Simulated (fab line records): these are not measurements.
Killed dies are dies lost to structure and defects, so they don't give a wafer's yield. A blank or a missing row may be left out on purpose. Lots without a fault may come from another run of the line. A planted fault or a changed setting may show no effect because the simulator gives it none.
fab line records -- flow sky130
record lots=12, wafers=34, last_day=50
route steps=708 shown VIA2@507 CAP2M@607 VIA4@652 PAD_OPEN@701
lots untouched by any fault: they come from a run of this same line in which no faults occurred
start_h: start of the lot's first displayed wafer, in hours after the record's first day -- wait_h: hours elapsed since this lot's preceding step -- " same as the row above -- L1.1+2: a single row standing in for several wafers -- - value missing, or start not given -- * or withheld: withheld -- < > ~ a bound
route shown NAME@n: names a module that has steps shown in the file, with the first one's number in the route -- usual: mean/standard deviation of fault-free wafers -- same: alike in all rows -- chamber/n: place in a boat -- sites: per-site readings -- _std_site: standard deviation across them -- _edge_site: the outer-site mean with the inner-site mean subtracted -- radius_mm: how far each site lies from the wafer's centre -- mask NAME#n: copy n -- behind: the tool/chamber that last shaped the wafer -- hold: reason for holding the lot/hours on hold/outcome of the hold -- device: transistor that didn't switch, given as n, p or np -- end of line: tests run on the same wafers once the route is complete -- a step given without rows: its recipe and nothing more -- killed: at the first sort, the dies lost to defects and structure; wafer yield is something else -- map: a wafer's dies, x killed, . not, _ none there
set.NAME: the setting the step ran with; set.NAME@STEP: the setting that earlier step ran with -- model.NAME: the simulator's own value behind a step, which no gauge read
a sample of lots followed through the steps of the route, with each step as a table and each wafer as a row
services: the hour from which a tool's chamber was out of use, counted from the record's first day as start_h (under 0 if before that day), plus the number of hours and why
## steps
# step SKY_VIA2_HDPCVD_00
# recipe material=SiO2, target_thk_nm=1180, sigma_open_frac=0.3, time_s=196.7, temp_c=400, sih4_flow_sccm=60, pressure_mtorr=6
lot.wafer,tool,chamber,start_h,wait_h
L959.1+2+6,hdpcvd-02,"2,0,0",846.42,0.0
L958.2+4+5,hdpcvd-02,"1,0,1",851.43,0.0
L960.3+4+5,hdpcvd-02,"1,1,2",855.32,0.0
L962.1+3+5,hdpcvd-01,"2,1,2",866.99,0.0
L963.2+3,hdpcvd-02,"2,1",871.85,0.0
L964.1+3+5,hdpcvd-01,"0,2,0",887.17,0.0
L966.1+2+3,hdpcvd-02,"2,0,1",895.31,0.0
L968.2+5+6,hdpcvd-02,"2,0,1",904.93,0.0
L974.3+5+6,hdpcvd-01,"0,0,2",955.22,0.0
L975.1+3+5,hdpcvd-01,"0,2,2",964.33,0.1
L978.1+2+4,hdpcvd-01,"2,1,0",981.75,0.0
L980.3+5,hdpcvd-02,"2,1",988.21,0.0
# step SKY_CAP2M_THK_MEAS_04
# recipe thk_meas_gauge=xrf, reads=TiN_of_CAP2M_SPUTTER_02
# usual CAP2M_TIN_THK=201.4/2.6
lot.wafer,tool,chamber,start_h,wait_h,CAP2M_TIN_THK[nm]
L959.1,film_metro-03,-,955.84,0.1,200.4
L959.2,film_metro-03,-,955.84,0.1,201.1
L959.6,film_metro-03,-,955.84,0.1,200.0
L958.2,film_metro-03,-,959.40,0.1,202.9
L958.4,film_metro-03,-,959.40,0.1,204.8
L958.5,film_metro-03,-,959.40,0.1,201.9
L960.3,film_metro-01,-,963.43,0.1,202.2
L960.4,film_metro-01,-,963.43,0.1,204.5
L960.5,film_metro-01,-,963.43,0.1,204.5
L962.1,film_metro-03,-,974.46,0.1,200.3
L962.3,film_metro-03,-,974.46,0.1,195.6
L962.5,film_metro-03,-,974.46,0.1,196.8
L963.2,film_metro-01,-,978.23,0.1,201.5
L963.3,film_metro-01,-,978.23,0.1,200.3
L964.1,film_metro-04,-,991.92,0.1,201.9
L964.3,film_metro-04,-,991.92,0.1,200.5
L964.5,film_metro-04,-,991.92,0.1,200.6
L966.1,film_metro-04,-,998.24,0.1,203.3
L966.2,film_metro-04,-,998.24,0.1,204.8
L966.3,film_metro-04,-,998.24,0.1,204.1
L968.2,film_metro-03,-,1009.50,0.1,196.7
L968.5,film_metro-03,-,1009.50,0.1,198.5
L968.6,film_metro-03,-,1009.50,0.1,198.0
L974.3,film_metro-03,-,1056.56,0.1,198.7
L974.5,film_metro-03,-,1056.56,0.1,198.9
L974.6,film_metro-03,-,1056.56,0.1,200.1
L975.1,film_metro-01,-,1062.48,0.1,200.8
L975.3,film_metro-01,-,1062.48,0.1,199.1
L975.5,film_metro-01,-,1062.48,0.1,198.6
L978.1,film_metro-04,-,1078.96,0.1,206.9
L978.2,film_metro-04,-,1078.96,0.1,206.4
L978.4,film_metro-04,-,1078.96,0.1,206.5
L980.3,film_metro-01,-,1083.86,0.1,202.4
L980.5,film_metro-01,-,1083.86,0.1,203.0
# step SKY_VIA4_STRIP_13
# recipe chemistry=O2/N2, power_w=1400, pressure_mtorr=1500, platen_temp_c=withheld, o2_flow_sccm=3000, n2_flow_sccm=300, overash_fraction=0.5
# usual drypump_motor_current_A=5.8/0.43, oes_product_au=0.709/0.0041, strip_time_to_endpoint_s=12.798/0.028
lot.wafer,tool,chamber,start_h,wait_h,drypump_motor_current_A,oes_product_au,rf_hours_counter_h,strip_time_to_endpoint_s
L959.1,plasma_asher-02,0,1027.89,-,6.0,0.717,29,12.838
L959.2,plasma_asher-02,1,1027.89,-,6.5,0.717,29,12.814
L959.6,plasma_asher-02,0,1027.89,-,6.0,0.699,-,12.828
L958.2,plasma_asher-03,0,1030.81,-,5.3,0.705,92,12.856
L958.4,plasma_asher-03,1,1030.81,-,5.5,0.704,-,12.802
L958.5,plasma_asher-03,1,1030.81,-,5.5,0.713,-,12.792
L960.3,plasma_asher-01,0,1036.27,-,5.4,0.718,-,12.830
L960.4,plasma_asher-01,1,1036.27,-,6.1,0.711,-,12.801
L960.5,plasma_asher-01,0,1036.27,-,5.4,0.705,-,12.826
L962.1,plasma_asher-02,0,1044.77,-,6.0,0.714,31,12.781
L962.3,plasma_asher-02,0,1044.77,-,6.0,0.702,-,12.755
L962.5,plasma_asher-02,0,1044.77,-,6.0,0.705,-,12.791
L963.2,plasma_asher-01,0,1049.02,-,5.4,0.705,61,12.806
L963.3,plasma_asher-01,1,1049.02,-,6.1,0.710,-,12.797
L964.1,plasma_asher-01,0,1061.14,-,5.4,0.707,63,12.796
L964.3,plasma_asher-01,1,1061.14,-,6.1,0.713,-,12.786
L964.5,plasma_asher-01,1,1061.14,-,6.1,0.707,-,12.763
L966.1,plasma_asher-03,0,1066.32,-,5.3,0.708,96,12.832
L966.2,plasma_asher-03,1,1066.32,-,5.5,0.706,96,12.804
L966.3,plasma_asher-03,1,1066.32,-,5.5,0.711,-,12.798
L968.2,plasma_asher-02,0,1077.39,-,6.0,0.705,35,12.858
L968.5,plasma_asher-02,0,1077.39,-,6.1,0.703,-,12.829
L968.6,plasma_asher-02,1,1077.39,-,6.5,0.714,-,12.867
L974.3,plasma_asher-01,1,1119.74,-,6.1,0.709,-,12.781
L974.5,plasma_asher-01,0,1119.74,-,5.5,0.712,-,12.812
L974.6,plasma_asher-01,1,1119.74,-,6.1,0.714,-,12.797
L975.1,plasma_asher-03,1,1127.13,-,5.5,0.712,102,12.787
L975.3,plasma_asher-03,0,1127.13,-,5.3,0.707,-,12.772
L975.5,plasma_asher-03,0,1127.13,-,5.3,0.714,-,12.749
L978.1,plasma_asher-02,0,1140.89,-,6.0,0.717,41,12.822
L978.2,plasma_asher-02,1,1140.89,-,6.5,0.711,41,12.841
L978.4,plasma_asher-02,1,1140.89,-,6.5,0.708,-,12.830
L980.3,plasma_asher-03,0,1146.56,-,5.3,0.704,-,12.810
L980.5,plasma_asher-03,0,1146.56,-,5.3,0.708,-,12.794
# step SKY_PAD_OPEN_ETCH_07
# recipe chemistry=CF4/O2, target_depth_nm=725, stop_on=AlCu, source_w=800, bias_w=150, pressure_mtorr=150, cf4_flow_sccm=80, O2_flow_sccm=10, time_s=153.4
# usual cf4_flow_sccm=79.99/0.24, drypump_motor_current_A=5.6/0.48, oes_product_au=0.993/0.0068, throttle_valve_pct=5.969/0.0086
lot.wafer,tool,chamber,start_h,wait_h,cf4_flow_sccm,drypump_motor_current_A,oes_product_au,rf_hours_counter_h,throttle_valve_pct
L959.1,rie_diel-02,2,1094.68,-,80.12,4.8,0.992,20,5.966
L959.2,rie_diel-02,3,1094.68,-,80.11,5.4,0.978,26,5.948
L959.6,rie_diel-02,3,1094.68,-,79.98,5.4,0.990,-,5.955
L958.2,rie_diel-03,1,1096.36,-,79.68,6.0,0.998,22,5.972
L958.4,rie_diel-03,2,1096.36,-,79.74,5.2,0.999,8,5.974
L958.5,rie_diel-03,0,1096.36,-,79.89,5.0,0.998,-,5.962
L960.3,rie_diel-03,1,1102.73,-,79.66,6.0,0.995,22,5.967
L960.4,rie_diel-03,0,1102.73,-,79.88,4.9,1.000,17,5.967
L960.5,rie_diel-03,0,1102.73,-,80.09,4.9,1.002,-,5.981
L962.1,rie_diel-04,2,1111.38,-,80.09,6.5,0.990,16,5.957
L962.3,rie_diel-04,0,1111.38,-,79.85,6.0,0.992,28,5.983
L962.5,rie_diel-04,0,1111.38,-,80.06,5.9,0.997,-,5.968
L963.2,rie_diel-02,0,1114.58,-,80.41,5.5,1.000,15,5.970
L963.3,rie_diel-02,2,1114.58,-,80.05,4.8,0.978,21,5.964
L964.1,rie_diel-04,1,1126.53,-,80.00,5.8,0.989,24,5.972
L964.3,rie_diel-04,3,1126.53,-,79.91,5.9,0.992,21,5.970
L964.5,rie_diel-04,1,1126.53,-,80.02,5.8,0.990,-,5.967
L966.1,rie_diel-02,2,1131.03,-,80.54,4.8,0.989,22,5.963
L966.2,rie_diel-02,0,1131.03,-,80.05,5.5,0.994,16,5.952
L966.3,rie_diel-02,3,1131.03,-,79.65,5.4,0.994,27,5.969
L968.2,rie_diel-04,0,1141.26,-,79.79,6.0,0.993,29,5.960
L968.5,rie_diel-04,2,1141.26,-,80.02,6.5,0.993,-,5.978
L968.6,rie_diel-04,1,1141.26,-,80.22,5.8,1.006,-,5.971
L974.3,rie_diel-04,2,1176.81,-,79.98,6.6,0.993,19,5.964
L974.5,rie_diel-04,2,1176.81,-,80.09,6.5,1.000,-,5.964
L974.6,rie_diel-04,3,1176.81,-,79.83,5.9,0.992,-,5.967
L975.1,rie_diel-02,2,1183.73,-,79.44,4.8,0.996,23,5.976
L975.3,rie_diel-02,1,1183.73,-,80.25,5.5,0.993,32,5.977
L975.5,rie_diel-02,0,1183.73,-,79.85,5.5,0.996,-,5.970
L978.1,rie_diel-04,2,1194.78,-,79.57,6.6,1.001,20,5.980
L978.2,rie_diel-04,1,1194.78,-,79.98,5.7,0.996,27,5.966
L978.4,rie_diel-04,0,1194.78,-,79.96,5.9,0.999,0,5.986
L980.3,rie_diel-03,1,1200.38,-,79.83,6.0,0.997,26,5.973
L980.5,rie_diel-03,3,1200.38,-,79.94,6.1,0.979,-,5.955
# step SKY_PAD_OPEN_PROBE_99
# usual defect_limited_yield=82.4/1.8, killed_at_M0_to_M3=44/6.3, killed_at_M4_up=3.1/1.8, killed_at_contacts=25/5.1, killed_at_front_end=15/4.1, killed_at_other=0.3/0.71, killed_dies=87/8.8, killed_on_rim=17/3.7, killed_open=47/6.8, killed_short=40/6.7, sort_bin_3_pad_short=0.9/0.39, sort_bin_5_function=10.4/1.5, sort_bin_6_memory=6.4/1.1, sort_n_pass=405/8.8, sort_yield_pct=82.4/1.8
# same gross_dies=492, killed_at_back_side=0, sort_bin_4_leakage[%]=0, sort_bin_8_speed[%]=0
lot.wafer,tool,chamber,start_h,wait_h,defect_limited_yield[%],killed_at_M0_to_M3,killed_at_M4_up,killed_at_contacts,killed_at_front_end,killed_at_other,killed_dies,killed_on_rim,killed_open,killed_short,sort_bin_3_pad_short[%],sort_bin_5_function[%],sort_bin_6_memory[%],sort_n_pass,sort_yield_pct[%]
L958.2,prober-02,-,1098.76,0.1,81.1,44,3,27,19,0,93,20,50,43,0.8,11.2,6.9,399,81.1
L958.4,prober-02,-,1098.86,0.2,82.3,42,2,26,17,0,87,17,47,40,0.6,10.2,6.9,405,82.3
L958.5,prober-02,-,1098.91,0.2,82.9,46,4,20,14,0,84,21,45,39,0.8,11.0,5.3,408,82.9
L963.2,prober-02,-,1116.95,0.1,82.1,40,4,27,17,0,88,17,51,37,0,11.8,6.1,404,82.1
L963.3,prober-02,-,1117.00,0.2,81.7,42,4,30,14,0,90,18,53,37,0.8,9.8,7.7,402,81.7
L964.1,prober-01,-,1128.87,0.1,83.5,48,3,18,12,0,81,13,47,34,0.8,8.5,7.1,411,83.5
L964.3,prober-01,-,1128.97,0.2,82.9,40,0,27,17,0,84,16,49,35,0,11.0,6.1,408,82.9
L964.5,prober-01,-,1129.07,0.2,82.3,40,5,30,12,0,87,26,44,43,1.2,8.3,8.1,405,82.3
L966.1,prober-02,-,1133.35,0.1,80.5,49,4,22,20,1,96,21,53,43,0.4,10.2,8.9,396,80.5
L966.2,prober-02,-,1133.40,0.1,83.5,44,1,20,16,0,81,10,33,48,1.4,8.1,6.9,411,83.5
L966.3,prober-02,-,1133.45,0.2,83.7,39,1,22,18,0,80,17,54,26,1.0,7.7,7.5,412,83.7
L968.2,prober-01,-,1143.64,0.1,85.2,41,2,16,14,0,73,13,32,41,0.6,8.1,6.1,419,85.2
L968.5,prober-01,-,1143.79,0.2,82.5,41,5,20,20,0,86,16,51,35,0.4,9.3,7.7,406,82.5
L968.6,prober-01,-,1143.84,0.2,72.8,93,1,26,14,0,134,25,41,44,4.3,16.3,6.7,358,72.8
L974.3,prober-01,-,1179.23,0.2,82.1,41,3,30,14,0,88,15,49,39,1.0,11.2,5.7,404,82.1
L974.5,prober-01,-,1179.33,0.2,86.4,33,2,21,11,0,67,14,36,31,0.8,7.1,5.7,425,86.4
L974.6,prober-01,-,1179.38,0.2,83.5,46,1,19,15,0,81,19,48,33,0.6,8.3,7.5,411,83.5
L975.1,prober-02,-,1186.05,0.1,79.1,50,2,32,19,0,103,19,53,46,0.8,12.0,8.1,389,79.1
L975.3,prober-02,-,1186.15,0.2,83.7,43,3,18,16,0,80,14,55,25,0.4,8.9,6.9,412,83.7
L975.5,prober-02,-,1186.25,0.2,80.3,49,4,28,16,0,97,13,58,39,0.8,11.2,7.7,395,80.3
# killed by level:class
L958.2 LI_CONTACT:geometric_particle:open=12 FIELD_ISO:geometric_particle:short=10 METAL2:geometric_particle:short=9 VIA2:geometric_particle:open=8 VIA1:geometric_particle:open=7 VIA3:geometric_particle:open=7 CONTACT:geometric_particle:open=6 LOCAL_INTERCONNECT:geometric_particle:short=5
L958.4 VIA1:geometric_particle:open=10 LI_CONTACT:geometric_particle:open=7 CONTACT:geometric_particle:open=6 METAL2:geometric_particle:short=5 VIA3:geometric_particle:open=5 FIELD_ISO:geometric_particle:open=4 POLY_GATE:geometric_particle:short=4 POLY_GATE:geometric_particle:open=4
L958.5 VIA1:geometric_particle:open=11 METAL2:geometric_particle:short=8 VIA3:geometric_particle:open=6 METAL1:geometric_particle:short=6 LI_CONTACT:geometric_particle:open=5 CONTACT:geometric_particle:open=5 FIELD_ISO:geometric_particle:open=4 POLY_GATE:geometric_particle:open=4
L963.2 VIA1:geometric_particle:open=13 CONTACT:geometric_particle:open=10 LI_CONTACT:geometric_particle:open=8 VIA2:geometric_particle:open=6 FIELD_ISO:geometric_particle:short=5 CONTACT:geometric_particle:short=4 VIA2:geometric_particle:short=4 METAL4:geometric_particle:short=4
L963.3 LI_CONTACT:geometric_particle:open=15 VIA1:geometric_particle:open=10 VIA2:geometric_particle:open=7 METAL1:geometric_particle:short=6 CONTACT:geometric_particle:open=5 VIA3:geometric_particle:open=5 FIELD_ISO:geometric_particle:short=4 LOCAL_INTERCONNECT:geometric_particle:short=4
L964.1 VIA1:geometric_particle:open=12 VIA3:geometric_particle:open=9 CONTACT:geometric_particle:open=7 LI_CONTACT:geometric_particle:open=6 VIA1:geometric_particle:short=6 METAL2:geometric_particle:short=6 VIA2:geometric_particle:open=6 POLY_GATE:geometric_particle:short=4
L964.3 CONTACT:geometric_particle:open=14 VIA2:geometric_particle:open=11 FIELD_ISO:geometric_particle:open=5 POLY_GATE:geometric_particle:short=5 VIA1:geometric_particle:open=5 LI_CONTACT:geometric_particle:short=4 LI_CONTACT:geometric_particle:open=4 VIA3:geometric_particle:short=4
L964.5 CONTACT:geometric_particle:open=9 CONTACT:geometric_particle:short=8 METAL1:geometric_particle:short=8 VIA1:geometric_particle:open=8 VIA2:geometric_particle:open=6 VIA3:geometric_particle:open=6 LI_CONTACT:geometric_particle:open=5 FIELD_ISO:geometric_particle:open=4
L966.1 VIA1:geometric_particle:open=11 LI_CONTACT:geometric_particle:open=8 VIA3:geometric_particle:open=8 FIELD_ISO:geometric_particle:short=7 CONTACT:geometric_particle:open=7 CONTACT:geometric_particle:short=6 VIA1:geometric_particle:short=6 METAL1:geometric_particle:short=5
L966.2 LOCAL_INTERCONNECT:geometric_particle:short=8 VIA1:geometric_particle:open=8 METAL1:geometric_particle:short=7 VIA3:geometric_particle:short=6 VIA3:geometric_particle:open=6 FIELD_ISO:geometric_particle:short=5 POLY_GATE:geometric_particle:short=5 LI_CONTACT:geometric_particle:short=4
L966.3 VIA3:geometric_particle:open=10 CONTACT:geometric_particle:open=10 VIA1:geometric_particle:open=9 FIELD_ISO:geometric_particle:open=6 POLY_GATE:geometric_particle:open=5 CONTACT:geometric_particle:short=5 VIA2:geometric_particle:open=5 LI_CONTACT:geometric_particle:open=4
L968.2 VIA1:geometric_particle:open=10 VIA1:geometric_particle:short=7 CONTACT:geometric_particle:open=6 FIELD_ISO:geometric_particle:short=5 METAL1:geometric_particle:short=5 VIA2:geometric_particle:open=5 FIELD_ISO:geometric_particle:open=4 LI_CONTACT:geometric_particle:short=4
L968.5 VIA1:geometric_particle:open=15 CONTACT:geometric_particle:open=9 METAL1:geometric_particle:short=7 LI_CONTACT:geometric_particle:open=6 FIELD_ISO:geometric_particle:open=5 VIA1:geometric_particle:short=5 CONTACT:geometric_particle:short=4 VIA3:geometric_particle:open=4
L968.6 VIA2:unspecified=49 METAL2:geometric_particle:short=10 LI_CONTACT:geometric_particle:open=7 CONTACT:geometric_particle:open=7 FIELD_ISO:geometric_particle:short=6 METAL1:geometric_particle:short=6 VIA3:geometric_particle:open=6 FIELD_ISO:geometric_particle:open=5
L974.3 CONTACT:geometric_particle:open=11 VIA2:geometric_particle:open=9 LI_CONTACT:geometric_particle:open=7 CONTACT:geometric_particle:short=7 VIA1:geometric_particle:open=7 VIA3:geometric_particle:open=6 LOCAL_INTERCONNECT:geometric_particle:short=5 FIELD_ISO:geometric_particle:short=4
L974.5 LI_CONTACT:geometric_particle:open=6 VIA2:geometric_particle:open=6 VIA3:geometric_particle:open=6 CONTACT:geometric_particle:short=5 LOCAL_INTERCONNECT:geometric_particle:short=4 VIA1:geometric_particle:open=4 POLY_GATE:geometric_particle:short=3 LI_CONTACT:geometric_particle:short=3
L974.6 VIA3:geometric_particle:open=11 VIA1:geometric_particle:open=9 FIELD_ISO:geometric_particle:short=7 LI_CONTACT:geometric_particle:open=7 VIA2:geometric_particle:open=6 CONTACT:geometric_particle:open=6 METAL2:geometric_particle:short=4 POLY_GATE:geometric_particle:open=3
L975.1 CONTACT:geometric_particle:open=13 VIA1:geometric_particle:open=13 CONTACT:geometric_particle:short=10 VIA2:geometric_particle:open=7 LI_CONTACT:geometric_particle:open=5 VIA3:geometric_particle:open=5 METAL1:geometric_particle:short=5 VIA3:geometric_particle:short=5
L975.3 VIA1:geometric_particle:open=12 VIA3:geometric_particle:open=11 CONTACT:geometric_particle:open=7 VIA2:geometric_particle:open=6 LI_CONTACT:geometric_particle:open=5 POLY_GATE:geometric_particle:short=4 POLY_GATE:geometric_particle:open=4 FIELD_ISO:geometric_particle:open=3
L975.5 VIA1:geometric_particle:open=13 LI_CONTACT:geometric_particle:open=11 CONTACT:geometric_particle:open=8 VIA2:geometric_particle:open=6 VIA3:geometric_particle:open=6 METAL1:geometric_particle:short=5 METAL2:geometric_particle:short=5 FIELD_ISO:geometric_particle:short=4
## services
tool,chamber,start_h,hours,kind
plasma_asher-01,-,825.64,5.8,repair
rie_diel-04,1,835.57,3.0,repair
hdpcvd-01,-,841.93,6.0,pm
rie_diel-04,3,849.04,4.0,repair
rie_diel-04,1,876.50,2.1,repair
rie_diel-04,1,885.64,20.5,repair
plasma_asher-02,-,888.71,0.5,repair
hdpcvd-01,-,895.50,2.8,pm
rie_diel-02,1,899.49,6.3,repair
plasma_asher-03,-,926.67,0.9,repair
hdpcvd-02,-,950.25,15.0,pm
plasma_asher-03,-,959.34,0.5,repair
hdpcvd-01,2,994.18,8.9,repair
plasma_asher-02,-,1006.36,1.4,repair
hdpcvd-02,-,1025.79,5.5,pm
rie_diel-04,0,1036.17,30.6,repair
rie_diel-04,2,1056.32,3.3,repair
rie_diel-04,-,1106.76,2.8,pm
rie_diel-04,1,1131.00,7.8,repair
plasma_asher-02,-,1160.96,3.7,repair
hdpcvd-01,-,1164.01,0.8,repair
rie_diel-04,3,1177.53,9.4,repair
hdpcvd-02,0,1183.43,5.8,repair
hdpcvd-01,-,1186.57,2.9,repair
## key
first_sign step=SKY_PAD_OPEN_PROBE_99, reading=sort_bin_3_pad_short, direction=up, sigmas=8.8, usual=0.9, struck=4.3
effect step=SKY_PAD_OPEN_PROBE_99, reading=killed_at_M0_to_M3, direction=up, sigmas=7.9, usual=44, struck=93
met_at SKY_VIA2_HDPCVD_00
struck_lots L968
struck_wafers L968.6
not_acting_at SKY_CAP2M_THK_MEAS_04,SKY_VIA4_STRIP_13,SKY_PAD_OPEN_ETCH_07
onset_between 895.31 904.93
fault kind=chamber_particle_source, tool=hdpcvd-02, chamber=1, onset_h=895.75, steps=SKY_VIA2_HDPCVD_00, rate_per_visit_cm2=1.4853, end_h=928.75
